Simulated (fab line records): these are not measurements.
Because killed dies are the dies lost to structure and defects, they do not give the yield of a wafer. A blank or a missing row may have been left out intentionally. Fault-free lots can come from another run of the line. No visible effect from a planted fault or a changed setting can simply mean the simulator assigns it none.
fab line records ; flow sky130 ; part 2 of 2: steps 27 to 36 of 36
[record] lots = 5; wafers = 15; last_day = 49
route steps=708 shown SD_N@350 SD_P@359 RES_XHIGH@360 SALICIDE@361 LI_CONTACT@362
lots untouched by any fault: they come from a run of this same line in which no faults occurred
start_h: hours from the record's opening day to when the first of the lot's shown wafers began ; wait_h: how many hours have passed since the lot's step before this one ; " repeats the value in the row above ; L1.1+2: a row that stands for several wafers ; - either no value or no given start ; * or withheld: withheld ; < > ~ a bound
route shown NAME@n: NAME is a module with steps in the file, n the number in the route of the first one ; usual: the fault-free wafers' mean and standard deviation ; same: alike in all rows ; chamber/n: place in a boat ; sites: readings site by site ; _std_site: their standard deviation ; _edge_site: outer sites' mean less inner sites' ; radius_mm: how far each site lies from the wafer's centre ; mask NAME#n: copy n ; behind: tool/chamber where the wafer was last shaped ; hold: reason for holding the lot/hours on hold/outcome of the hold ; device: transistor that didn't switch, given as n, p or np ; end of line: the route-end tests of the same wafers ; a step given without rows: its recipe and nothing more ; killed: dies that structure and defects cost at the first sort, which is not the same as the wafer's yield ; map: shows each die of a wafer: x if killed, . if not, _ if none is there
set.NAME: the setting that was run; set.NAME@STEP: the one run at that earlier step ; model.NAME: the simulator's own value behind a step, which no gauge read
lots at some steps of the route; a table a step, a row a wafer
services: the hour from which a tool's chamber was out of use, counted from the record's first day as start_h (under 0 if before that day), plus the number of hours and why
[[steps]]
[step SKY_LI_CONTACT_ETCH_15]
[recipe] target = PSG; chemistry = C4F8/O2/Ar; stop_on = Si; taper_deg = 4.15; mask_material = KrF-thick; source_w = 1500; bias_w = 1200; pressure_mtorr = 40; c4f8_flow_sccm = withheld; O2_flow_sccm = 6; Ar_flow_sccm = 300; time_s = withheld; target_depth_a = 6000
[usual] oes_product_au = 0.837/0.0047
lot.wafer;tool;chamber;start_h;wait_h;oes_product_au
L075.2;rie_diel-02;1;689.45;0.0;0.837
L075.3;rie_diel-02;3;689.45;0.0;0.838
L075.5;rie_diel-02;3;689.45;0.0;0.842
L077.2;rie_diel-01;1;707.15;0.0;0.838
L077.3;rie_diel-01;2;707.15;0.0;0.836
L077.6;rie_diel-01;2;707.15;0.0;0.842
L081.3;rie_diel-01;1;739.91;0.0;0.829
L081.4;rie_diel-01;0;739.91;0.0;0.843
L081.6;rie_diel-01;3;739.91;0.0;0.829
L088.1;rie_diel-02;1;793.38;0.0;0.837
L088.3;rie_diel-02;2;793.38;0.0;0.828
L088.6;rie_diel-02;0;793.38;0.0;0.838
L090.2;rie_diel-04;2;804.10;0.0;0.833
L090.3;rie_diel-04;0;804.10;0.0;0.844
L090.6;rie_diel-04;3;804.10;0.0;0.835
[step SKY_LI_CONTACT_STRIP_16]
[recipe] chemistry = O2/N2; power_w = 1400; pressure_mtorr = 1500; platen_temp_c = withheld; o2_flow_sccm = 3000; n2_flow_sccm = 300; overash_fraction = 0.5
[usual] drypump_motor_current_A = 5.8/0.3; oes_product_au = 0.375/0.0051; strip_time_to_endpoint_s = 3.49/0.031
lot.wafer;tool;chamber;start_h;wait_h;drypump_motor_current_A;oes_product_au;rf_hours_counter_h;strip_time_to_endpoint_s
L075.2;plasma_asher-01;1;689.53;-;5.5;0.373;85;3.56
L075.3;plasma_asher-01;1;689.53;-;5.5;0.378;-;3.51
L075.5;plasma_asher-01;0;689.53;-;6.3;0.381;-;3.50
L077.2;plasma_asher-04;0;707.23;-;5.6;0.377;27;3.46
L077.3;plasma_asher-04;0;707.23;-;5.6;0.368;-;3.47
L077.6;plasma_asher-04;1;707.23;-;5.9;0.374;-;3.47
L081.3;plasma_asher-01;0;740.03;-;6.3;0.372;-;3.48
L081.4;plasma_asher-01;1;740.03;-;5.6;0.364;-;3.49
L081.6;plasma_asher-01;0;740.03;-;6.3;0.371;-;3.52
L088.1;plasma_asher-01;1;793.46;-;5.6;0.372;96;3.50
L088.3;plasma_asher-01;1;793.46;-;5.6;0.380;-;3.46
L088.6;plasma_asher-01;1;793.46;-;5.6;0.370;-;3.51
L090.2;plasma_asher-01;0;804.18;-;6.4;0.370;97;3.48
L090.3;plasma_asher-01;0;804.18;-;6.4;0.372;-;3.49
L090.6;plasma_asher-01;0;804.18;-;6.3;0.368;-;3.49
[step SKY_LI_CONTACT_CLEAN_17]
[recipe] chemistry = NMP; time_s = 600; temp_c = 60; dry = n2_spin
lot.wafer;tool;chamber;start_h;wait_h
L075.2+3+5;wet_bench-01;2;689.63;0.1
L077.2+3+6;wet_bench-02;0;707.33;0.1
L081.3+4+6;wet_bench-01;3;740.09;0.0
L088.1+3+6;wet_bench-03;2;793.56;0.1
L090.2+3+6;wet_bench-03;3;804.28;0.1
[step SKY_LI_CONTACT_PRE_CLEAN_18]
[recipe] gas = Ar; time_s = 5.6; bias_v = 358
lot.wafer;tool;chamber;start_h;wait_h
L075.2+3+5;pvd_sputter-04;-;689.84;0.0
L077.2+3+6;pvd_sputter-04;-;707.72;0.0
L081.3+4+6;pvd_sputter-03;-;740.28;0.0
L088.1+3+6;pvd_sputter-01;-;793.74;0.0
L090.2+3+6;pvd_sputter-04;-;804.46;0.0
[step SKY_LI_CONTACT_SPUTTER_19]
[recipe] material = Ti; target_thk_nm = 20; chamber_pressure_pa = 5; power_w = 2500; substrate_temp_c = 200; time_s = 106.37
[usual] cathode_dc_power_W = 2500.0/0.45; throttle_valve_pct = 29.9/1.1
lot.wafer;tool;chamber;start_h;wait_h;cathode_dc_power_W;throttle_valve_pct
L075.2;pvd_sputter-04;-;689.86;0.0;2500.2;31.6
L075.3;pvd_sputter-04;-;689.86;0.0;2500.6;29.9
L075.5;pvd_sputter-04;-;689.86;0.0;2499.8;29.8
L077.2;pvd_sputter-04;-;707.74;0.0;2499.9;29.6
L077.3;pvd_sputter-04;-;707.74;0.0;2499.9;29.9
L077.6;pvd_sputter-04;-;707.74;0.0;2499.3;31.8
L081.3;pvd_sputter-03;-;740.30;0.0;2499.6;29.0
L081.4;pvd_sputter-03;-;740.30;0.0;2500.0;28.8
L081.6;pvd_sputter-03;-;740.30;0.0;2500.1;28.9
L088.1;pvd_sputter-01;-;793.76;0.0;2499.9;28.0
L088.3;pvd_sputter-01;-;793.76;0.0;2500.5;30.3
L088.6;pvd_sputter-01;-;793.76;0.0;2499.6;28.4
L090.2;pvd_sputter-04;-;804.48;0.0;2500.1;29.7
L090.3;pvd_sputter-04;-;804.48;0.0;2500.3;31.8
L090.6;pvd_sputter-04;-;804.48;0.0;2500.3;29.7
[step SKY_LI_CONTACT_SPUTTER_20]
[recipe] material = TiN; target_thk_nm = 20; chamber_pressure_pa = 5; power_w = 4000; time_s = 80
[usual] cathode_dc_power_W = 4000.1/0.72; throttle_valve_pct = 29.9/1.1
lot.wafer;tool;chamber;start_h;wait_h;cathode_dc_power_W;throttle_valve_pct
L075.2;pvd_sputter-04;-;689.94;0.0;3999.4;31.6
L075.3;pvd_sputter-04;-;689.94;0.0;3999.4;30.1
L075.5;pvd_sputter-04;-;689.94;0.0;3999.4;29.8
L077.2;pvd_sputter-04;-;707.81;0.0;3999.3;29.8
L077.3;pvd_sputter-04;-;707.81;0.0;4000.8;29.7
L077.6;pvd_sputter-04;-;707.81;0.0;4000.0;31.4
L081.3;pvd_sputter-03;-;740.38;0.0;4001.1;29.1
L081.4;pvd_sputter-03;-;740.38;0.0;3999.6;28.9
L081.6;pvd_sputter-03;-;740.38;0.0;4001.7;29.1
L088.1;pvd_sputter-01;-;793.83;0.0;4000.7;28.1
L088.3;pvd_sputter-01;-;793.83;0.0;3999.5;30.4
L088.6;pvd_sputter-01;-;793.83;0.0;4000.2;28.2
L090.2;pvd_sputter-04;-;804.56;0.0;4000.8;29.5
L090.3;pvd_sputter-04;-;804.56;0.0;4000.6;31.6
L090.6;pvd_sputter-04;-;804.56;0.0;3999.4;29.6
[step SKY_LI_CONTACT_CVD_21]
[recipe] material = W; target_thk_nm = 400; time_s = 120.56; temp_c = 400; pressure_torr = 40
[usual] heater_power_w = 783/110
lot.wafer;tool;chamber;start_h;wait_h;heater_power_w
L075.2;cvd_w-02;0;690.00;0.0;760
L075.3;cvd_w-02;0;690.00;0.0;764
L075.5;cvd_w-02;0;690.00;0.0;775
L077.2;cvd_w-01;0;707.87;0.0;853
L077.3;cvd_w-01;0;707.87;0.0;851
L077.6;cvd_w-01;1;707.87;0.0;969
L081.3;cvd_w-02;0;740.48;0.1;756
L081.4;cvd_w-02;1;740.48;0.1;669
L081.6;cvd_w-02;0;740.48;0.1;790
L088.1;cvd_w-01;1;793.90;0.0;952
L088.3;cvd_w-01;0;793.90;0.0;850
L088.6;cvd_w-01;1;793.90;0.0;957
L090.2;cvd_w-01;0;804.62;0.0;865
L090.3;cvd_w-01;1;804.62;0.0;947
L090.6;cvd_w-01;1;804.62;0.0;949
[step SKY_LI_CONTACT_RS_MEAS_22]
[recipe] thk_meas_gauge = four-point-probe; reads = W_of_LI_CONTACT_CVD_21+TiN_of_LI_CONTACT_SPUTTER_20+Ti_of_LI_CONTACT_SPUTTER_19
[usual] LI_CONTACT_W_RS = 0.284/0.0039
lot.wafer;tool;chamber;start_h;wait_h;LI_CONTACT_W_RS[ohm/sq]
L075.2;film_metro-04;-;690.14;0.1;0.284
L075.3;film_metro-04;-;690.14;0.1;0.281
L075.5;film_metro-04;-;690.14;0.1;0.284
L077.2;film_metro-01;-;708.02;0.1;0.289
L077.3;film_metro-01;-;708.02;0.1;0.285
L077.6;film_metro-01;-;708.02;0.1;0.282
L081.3;film_metro-03;-;740.61;0.1;0.285
L081.4;film_metro-03;-;740.61;0.1;0.285
L081.6;film_metro-03;-;740.61;0.1;0.288
L088.1;film_metro-01;-;794.02;0.1;0.280
L088.3;film_metro-01;-;794.02;0.1;0.285
L088.6;film_metro-01;-;794.02;0.1;0.283
L090.2;film_metro-01;-;804.76;0.1;0.288
L090.3;film_metro-01;-;804.76;0.1;0.285
L090.6;film_metro-01;-;804.76;0.1;0.287
[step SKY_LI_CONTACT_THK_MEAS_23]
[recipe] thk_meas_gauge = xrf; reads = W_of_LI_CONTACT_CVD_21
[usual] LI_CONTACT_W_THK = 386/6.3
lot.wafer;tool;chamber;start_h;wait_h;LI_CONTACT_W_THK[nm]
L075.2;film_metro-04;-;690.25;0.1;390
L075.3;film_metro-04;-;690.25;0.1;391
L075.5;film_metro-04;-;690.25;0.1;389
L077.2;film_metro-01;-;708.13;0.1;386
L077.3;film_metro-01;-;708.13;0.1;393
L077.6;film_metro-01;-;708.13;0.1;398
L081.3;film_metro-03;-;740.71;0.1;383
L081.4;film_metro-03;-;740.71;0.1;385
L081.6;film_metro-03;-;740.71;0.1;380
L088.1;film_metro-01;-;794.14;0.1;390
L088.3;film_metro-01;-;794.14;0.1;387
L088.6;film_metro-01;-;794.14;0.1;387
L090.2;film_metro-01;-;804.87;0.1;384
L090.3;film_metro-01;-;804.87;0.1;384
L090.6;film_metro-01;-;804.87;0.1;383
[step SKY_LI_CONTACT_CMP_24]
[recipe] stop_on = PSG; t_overpolish_s = 20; down_force_psi = 3.5; platen_rpm = 60; target_thk_nm = 0; pad_velocity_m_s = 0.94248
[usual] motor_current_A = 10.4/1.1; overpolish_run_s = 19.999/0.0082; time_to_endpoint_s = 98/4.2
lot.wafer;tool;chamber;start_h;wait_h;motor_current_A;overpolish_run_s;time_to_endpoint_s
L075.2;cmp-02;2;690.35;0.1;9.2;19.995;100
L075.3;cmp-02;3;690.35;0.1;8.8;20.013;104
L075.5;cmp-02;2;690.35;0.1;10.0;20.002;98
L077.2;cmp-01;0;708.18;0.0;10.4;20.001;95
L077.3;cmp-01;1;708.18;0.0;10.1;20.003;98
L077.6;cmp-01;0;708.18;0.0;10.1;19.999;97
L081.3;cmp-02;1;740.75;0.0;11.7;20.013;102
L081.4;cmp-02;3;740.75;0.0;8.5;20.000;108
L081.6;cmp-02;1;740.75;0.0;11.6;19.996;100
L088.1;cmp-01;3;794.20;0.1;9.6;20.001;92
L088.3;cmp-01;0;794.20;0.1;10.6;20.002;94
L088.6;cmp-01;3;794.20;0.1;9.8;20.006;92
L090.3;cmp-02;3;805.02;0.1;9.0;19.985;105
L090.2;cmp-02;0;805.02;0.1;11.9;19.994;94
L090.6;cmp-02;1;805.02;0.1;11.9;20.002;96
[[services]]
tool;chamber;start_h;hours;kind
cmp-01;-;641.08;4.7;pm
hdpcvd-02;-;642.26;1.1;repair
cvd_w-01;-;643.89;14.2;repair
rie_diel-02;-;651.36;14.6;pm
rie_diel-02;3;666.21;14.5;repair
krf_scanner-02;-;677.06;0.5;repair
rie_diel-02;-;678.48;0.3;repair
krf_scanner-02;-;678.57;0.8;repair
cmp-02;-;678.60;5.5;repair
cmp-01;-;681.61;1.5;repair
cmp-02;-;684.07;3.2;pm
wet_bench-04;-;690.54;3.9;repair
krf_scanner-02;-;696.10;1.0;pm
plasma_asher-01;-;706.27;3.6;repair
rie_diel-02;1;714.38;1.7;repair
rie_diel-02;1;734.95;9.5;repair
cmp-01;-;744.00;4.0;pm
krf_scanner-02;-;746.88;0.3;repair
cmp-01;-;750.27;3.1;repair
implanter-01;-;758.62;5.9;repair
krf_scanner-02;-;768.71;0.8;pm
krf_scanner-02;-;777.58;1.3;pm
cmp-01;-;784.90;1.9;repair
pvd_sputter-04;-;793.10;5.7;repair
